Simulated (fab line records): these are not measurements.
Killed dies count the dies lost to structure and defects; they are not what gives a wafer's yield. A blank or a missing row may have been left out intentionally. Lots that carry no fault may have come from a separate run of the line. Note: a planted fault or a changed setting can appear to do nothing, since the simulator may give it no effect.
Check of tool commonality :: flow gf180mcu :: Lots sampled 13, wafers sampled 39

REASON IT WAS OPENED
Flagged at GF_SAB_CD_MEAS_09: reading cdNm, on 1 of 13 lots. Fault-free wafers read 420.0 nm, with a standard deviation of 2.3.
Rule: a lot gets a flag if all its wafers with a number sit over 4 standard deviations from that mean, or if no wafer of it has a number. The rest of the lots are taken to be sound.

lot: L431
measured: day 15 14:13
on: cdSem-02
cdNm (nm), wafer by wafer: 421.4 419.9 422.3
flag: 

lot: L432
measured: day 15 14:48
on: cdSem-02
cdNm (nm), wafer by wafer: 420.2 419.5 421.6
flag: 

lot: L436
measured: day 17 11:41
on: cdSem-02
cdNm (nm), wafer by wafer: 420.3 418.8 418.6
flag: 

lot: L435
measured: day 17 12:11
on: cdSem-02
cdNm (nm), wafer by wafer: 418.9 420.9 420.3
flag: 

lot: L438
measured: day 17 21:28
on: cdSem-02
cdNm (nm), wafer by wafer: 419.1 416.7 416.6
flag: 

lot: L439
measured: day 18 16:28
on: cdSem-02
cdNm (nm), wafer by wafer: 418.3 419.9 421.0
flag: 

lot: L441
measured: day 18 22:44
on: cdSem-01
cdNm (nm), wafer by wafer: 423.7 421.4 423.3
flag: 

lot: L443
measured: day 19 10:05
on: cdSem-01
cdNm (nm), wafer by wafer: 422.7 423.2 424.6
flag: 

lot: L446
measured: day 20 23:45
on: cdSem-01
cdNm (nm), wafer by wafer: 451.4 448.8 450.1
flag: FLAGGED

lot: L449
measured: day 21 21:02
on: cdSem-01
cdNm (nm), wafer by wafer: 423.1 422.6 421.5
flag: 

lot: L450
measured: day 22 20:18
on: cdSem-01
cdNm (nm), wafer by wafer: 419.1 419.8 417.8
flag: 

lot: L451
measured: day 23 02:08
on: cdSem-01
cdNm (nm), wafer by wafer: 423.1 423.3 424.1
flag: 

lot: L453
measured: day 23 11:50
on: cdSem-02
cdNm (nm), wafer by wafer: 420.3 419.8 419.8
flag: 
The mean of the flagged lots' numbers is 450.1 nm, +30.1 nm from the usual (+13 standard deviations).

WHICH TOOL EACH LOT WENT THROUGH
The record keeps 1 process step preceding the reading, out of 602 steps on the route. Cell contents, in order: the tool; ch with the chambers the sampled wafers went through; the start.
lot: L431
flag: 
GF_SAB_EXPOSE_06: ilineStepper-02 ch 0, day 15 03:35

lot: L432
flag: 
GF_SAB_EXPOSE_06: ilineStepper-01 ch 0, day 15 04:18

lot: L436
flag: 
GF_SAB_EXPOSE_06: ilineStepper-02 ch 0, day 17 00:32

lot: L435
flag: 
GF_SAB_EXPOSE_06: ilineStepper-02 ch 0, day 17 01:01

lot: L438
flag: 
GF_SAB_EXPOSE_06: ilineStepper-02 ch 0, day 17 10:41

lot: L439
flag: 
GF_SAB_EXPOSE_06: ilineStepper-01 ch 0, day 18 04:56

lot: L441
flag: 
GF_SAB_EXPOSE_06: ilineStepper-02 ch 0, day 18 11:03

lot: L443
flag: 
GF_SAB_EXPOSE_06: ilineStepper-02 ch 0, day 18 21:14

lot: L446
flag: FLAGGED
GF_SAB_EXPOSE_06: ilineStepper-02 ch 0, day 20 12:07

lot: L449
flag: 
GF_SAB_EXPOSE_06: ilineStepper-01 ch 0, day 21 09:26

lot: L450
flag: 
GF_SAB_EXPOSE_06: ilineStepper-02 ch 0, day 22 08:51

lot: L451
flag: 
GF_SAB_EXPOSE_06: ilineStepper-02 ch 0, day 22 15:44

lot: L453
flag: 
GF_SAB_EXPOSE_06: ilineStepper-02 ch 0, day 23 01:08
These steps, and what they do:
- GF_SAB_EXPOSE_06: exposes mask SAB, target cd 420 nm.
- GF_SAB_CD_MEAS_09: target cd 420 nm.

FLAGGED OVER TOTAL, TOOL BY TOOL (the gauges that took the reading come last)
step: GF_SAB_EXPOSE_06
tool: ilineStepper-01
lots run: 3
flagged: 0
share of the flagged lots: none
sound lots run after its first flagged lot: -

step: GF_SAB_EXPOSE_06
tool: ilineStepper-02
lots run: 10
flagged: 1
share of the flagged lots: all
sound lots run after its first flagged lot: 3 (L450,L451,L453)

step: GF_SAB_CD_MEAS_09
tool: cdSem-01
lots run: 6
flagged: 1
share of the flagged lots: all
sound lots run after its first flagged lot: 3 (L449,L450,L451)

step: GF_SAB_CD_MEAS_09
tool: cdSem-02
lots run: 7
flagged: 0
share of the flagged lots: none
sound lots run after its first flagged lot: -

WHAT IS ALLOWED BY THE TABLE
Every flagged lot went through 2 rows of the table: ilineStepper-02 at GF_SAB_EXPOSE_06 and cdSem-01 at GF_SAB_CD_MEAS_09.
- ilineStepper-02 at GF_SAB_EXPOSE_06 ran 10 lots, 1 of them flagged. Sound lots ran on it after the first flagged one (L450, L451, L453), which a lasting fault on the whole tool wouldn't allow.
- cdSem-01 at GF_SAB_CD_MEAS_09 ran 6 lots, 1 of them flagged. Sound lots ran on it after the first flagged one (L449, L450, L451), which a lasting fault on the whole tool wouldn't allow.
Not one row of the table ran every flagged lot while running no sound lot after the first.

WHAT THE SIMULATOR PUT IN
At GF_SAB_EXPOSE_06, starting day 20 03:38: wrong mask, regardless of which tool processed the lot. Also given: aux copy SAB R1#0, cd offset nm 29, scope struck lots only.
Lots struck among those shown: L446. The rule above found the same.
